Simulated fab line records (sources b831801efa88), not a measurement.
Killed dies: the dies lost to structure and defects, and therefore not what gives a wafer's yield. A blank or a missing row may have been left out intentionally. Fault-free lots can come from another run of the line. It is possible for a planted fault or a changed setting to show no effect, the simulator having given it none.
Which tool was responsible? ; flow gf180mcu ; 39 wafers from 13 lots sampled at 5 of the route's 602 steps

## WHAT THE GAUGES READ, wafer by wafer
GF_VT_IMPLANT_OVL_MEAS_18.
lot;measured;on;VT_IMPLANT_01_OVL (nm)
L169;day 6 04:13;overlay-02;-0.2 -1.2 0.4
L171;day 6 16:28;overlay-02;-0.4 -0.7 1.6
L173;day 7 05:16;overlay-02;0.8 0.9 1.2
L175;day 7 18:56;overlay-01;3.1 3.0 3.3
L179;day 9 00:56;overlay-01;-1.4 -0.3 -1.6
L180;day 9 12:31;overlay-02;1.4 2.3 1.3
L181;day 9 22:34;overlay-01;1.4 0.0 0.5
L183;day 10 04:18;overlay-02;0.6 0.1 0.5
L184;day 10 09:47;overlay-02;0.4 0.2 0.7
L186;day 11 01:31;overlay-01;1.4 0.2 0.6
L188;day 11 05:42;overlay-01;-2.4 -3.7 -3.1
L191;day 11 23:58;overlay-01;-0.9 -1.5 -0.2
L192;day 12 06:30;overlay-01;-0.8 0.7 0.5

GF_VT_IMPLANT_RS_MEAS_49: a four-point-probe measurement.
lot;measured;on;MVPSD_RS (ohm/sq)
L169;day 7 13:48;film-metro-04;1168.8 1167.6 1167.0
L171;day 8 01:07;film-metro-01;1163.8 1163.5 1163.7
L173;day 8 15:17;film-metro-01;1169.1 1169.4 1168.2
L175;day 9 03:55;film-metro-01;1168.4 1168.0 1169.0
L179;day 10 12:30;film-metro-01;1093.3 1089.0 1093.1
L180;day 11 00:03;film-metro-01;1092.8 1090.3 1091.5
L181;day 11 11:40;film-metro-03;1168.1 1170.7 1169.7
L183;day 11 17:47;film-metro-01;1167.1 1169.2 1167.8
L184;day 12 00:28;film-metro-04;1169.6 1172.1 1173.4
L186;day 12 17:16;film-metro-01;1169.5 1169.3 1169.7
L188;day 12 21:12;film-metro-01;1173.1 1172.1 1172.6
L191;day 13 16:20;film-metro-01;1168.3 1165.7 1168.4
L192;day 14 00:17;film-metro-03;1169.5 1170.2 1167.9

## EACH LOT AND THE TOOL THAT RAN IT (in order: tool; ch and the chambers of the sampled wafers; start)
lot;GF_DNWELL_STRIP_08;GF_LVPWELL_STRIP_10;GF_MVPSD_IMPLANT_09
L169;plasma-asher-01 ch 0,1, day 2 18:49;plasma-asher-03 ch 0,1, day 3 20:14;implanter-02 ch 0, day 4 23:20
L171;plasma-asher-02 ch 0,1, day 3 05:19;plasma-asher-01 ch 0,1, day 4 08:03;implanter-04 ch 0, day 5 10:51
L173;plasma-asher-04 ch 0,1, day 3 15:12;plasma-asher-04 ch 1, day 4 17:48;implanter-02 ch 0, day 5 21:43
L175;plasma-asher-02 ch 0,1, day 4 01:50;plasma-asher-01 ch 0,1, day 5 05:50;implanter-01 ch 0, day 6 11:19
L179;plasma-asher-04 ch 0,1, day 5 03:53;plasma-asher-01 ch 0,1, day 6 09:00;implanter-01 ch 0, day 7 17:05
L180;plasma-asher-02 ch 1, day 5 12:38;plasma-asher-03 ch 0,1, day 6 19:42;implanter-01 ch 0, day 8 03:35
L181;plasma-asher-01 ch 0,1, day 5 19:41;plasma-asher-01 ch 0,1, day 7 03:34;implanter-04 ch 0, day 8 11:25
L183;plasma-asher-01 ch 0, day 6 02:59;plasma-asher-01 ch 0,1, day 7 10:51;implanter-02 ch 0, day 8 18:42
L184;plasma-asher-01 ch 0,1, day 6 06:58;plasma-asher-04 ch 0,1, day 7 14:21;implanter-04 ch 0, day 8 23:35
L186;plasma-asher-02 ch 0,1, day 6 21:02;plasma-asher-03 ch 0,1, day 8 05:26;implanter-02 ch 0, day 9 14:35
L188;plasma-asher-01 ch 0,1, day 7 00:17;plasma-asher-01 ch 0,1, day 8 07:38;implanter-04 ch 0, day 9 17:47
L191;plasma-asher-02 ch 0,1, day 7 16:20;plasma-asher-03 ch 0,1, day 9 00:43;implanter-02 ch 0, day 10 10:38
L192;plasma-asher-04 ch 0,1, day 7 20:53;plasma-asher-03 ch 0,1, day 9 06:07;implanter-02 ch 0, day 10 17:41
- GF_DNWELL_STRIP_08: strips in O2/N2.
- GF_LVPWELL_STRIP_10: strips in O2/N2.
- GF_MVPSD_IMPLANT_09

## WHAT THE TOOLS THEMSELVES READ (means of the sampled wafers that have a number; where no wafer has one, the mark that the record gives instead)
GF_DNWELL_STRIP_08.
lot;tool;drypump-motor-current-A (A);heater-power-w (W);oes-product-au (a.u.);strip-time-to-endpoint-s (s)
L169;plasma-asher-01;6.1;334;0.707;38.05
L171;plasma-asher-02;6.2;390;0.709;37.99
L173;plasma-asher-04;6.2;317;0.706;38.13
L175;plasma-asher-02;6.2;396;0.711;38.22
L179;plasma-asher-04;6.2;320;0.708;38.10
L180;plasma-asher-02;6.6;404;0.709;38.09
L181;plasma-asher-01;6.1;340;0.706;38.02
L183;plasma-asher-01;4.7;303;0.707;38.06
L184;plasma-asher-01;5.4;323;0.704;38.08
L186;plasma-asher-02;6.4;402;0.710;38.00
L188;plasma-asher-01;5.4;318;0.708;38.13
L191;plasma-asher-02;6.2;396;0.714;37.98
L192;plasma-asher-04;6.2;323;0.705;37.98

GF_LVPWELL_STRIP_10.
lot;tool;drypump-motor-current-A (A);heater-power-w (W);oes-product-au (a.u.);strip-time-to-endpoint-s (s)
L169;plasma-asher-03;5.8;338;0.721;37.01
L171;plasma-asher-01;6.1;343;0.721;36.94
L173;plasma-asher-04;6.2;328;0.718;36.85
L175;plasma-asher-01;6.1;350;0.720;36.96
L179;plasma-asher-01;5.4;325;0.721;36.94
L180;plasma-asher-03;5.8;334;0.722;36.72
L181;plasma-asher-01;5.4;328;0.721;36.88
L183;plasma-asher-01;5.4;327;0.720;36.99
L184;plasma-asher-04;6.2;315;0.718;36.81
L186;plasma-asher-03;5.8;341;0.721;36.91
L188;plasma-asher-01;5.4;323;0.719;36.92
L191;plasma-asher-03;5.5;351;0.720;36.89
L192;plasma-asher-03;5.8;337;0.726;36.88

GF_MVPSD_IMPLANT_09.
lot;tool;dose-ions-cm2;faraday-current-uA
L169;implanter-02;5e+12;27.4
L171;implanter-04;5e+12;28.1
L173;implanter-02;5e+12;27.8
L175;implanter-01;5e+12;27.9
L179;implanter-01;7e+12;38.9
L180;implanter-01;7e+12;39.4
L181;implanter-04;5e+12;28.0
L183;implanter-02;5e+12;27.8
L184;implanter-04;5e+12;28.3
L186;implanter-02;5e+12;28.6
L188;implanter-04;5e+12;28.0
L191;implanter-02;5e+12;28.5
L192;implanter-02;5e+12;28.0

## THE ANSWER, worked out from the rows above alone
Rule: the usual values come from the lots themselves. Put in order of their means at a reading, lots are off if they are a third of the lots or fewer, leave a main group of 4 or more, and stand apart from it by a gap of 3 or more times the standard deviation of the main group's means; of several such gaps the widest counts. A main group whose means are all the same, to the digits that the tables above print for the reading, isn't used. A lot without any number at a reading at which 4 lots or more have one is off too. All remaining lots with rows at the step are treated as sound. The gauges are gone through in route order, then the tools' own readings, and for those a lot's mean is taken as printed above. At the first step where some lot is off, the reading lying furthest off is the one used; lots without a number count as furthest.
Off: L179, L180, at GF_VT_IMPLANT_RS_MEAS_49 (MVPSD_RS). Main group: mean 1168.8 ohm/sq, sd 2.2.
A tool fits if, at a process step before that reading, it ran every lot that is off, and no sound lot after the first of them. Not tried: the gauges at GF_VT_IMPLANT_RS_MEAS_49; whatever is off there is also off at GF_MVPSD_IMPLANT_09, on other tools, and gauge error can't account for it. One fits: implanter-01 at GF_MVPSD_IMPLANT_09. A fault onset in the window from L175 (day 6 11:19, its last sound lot) to L179 (day 7 17:05, its first lot off) fits.
The tool's own readings at GF_MVPSD_IMPLANT_09 bear it out: on the lots that are off they differ by more than 5 times the standard deviation of the sound lots' means. dose-ions-cm2 reads 7e+12 there against 5e+12 on the sound lots; faraday-current-uA reads 39.1 there against 28.0 on the sound lots.

## WHAT WAS PUT IN BY THE SIMULATOR
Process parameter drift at GF_MVPSD_IMPLANT_09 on implanter-01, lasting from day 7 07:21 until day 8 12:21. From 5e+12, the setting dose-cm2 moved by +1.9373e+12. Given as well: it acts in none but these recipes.
Struck lots among those shown: L179, L180. The rule given above showed the same thing.
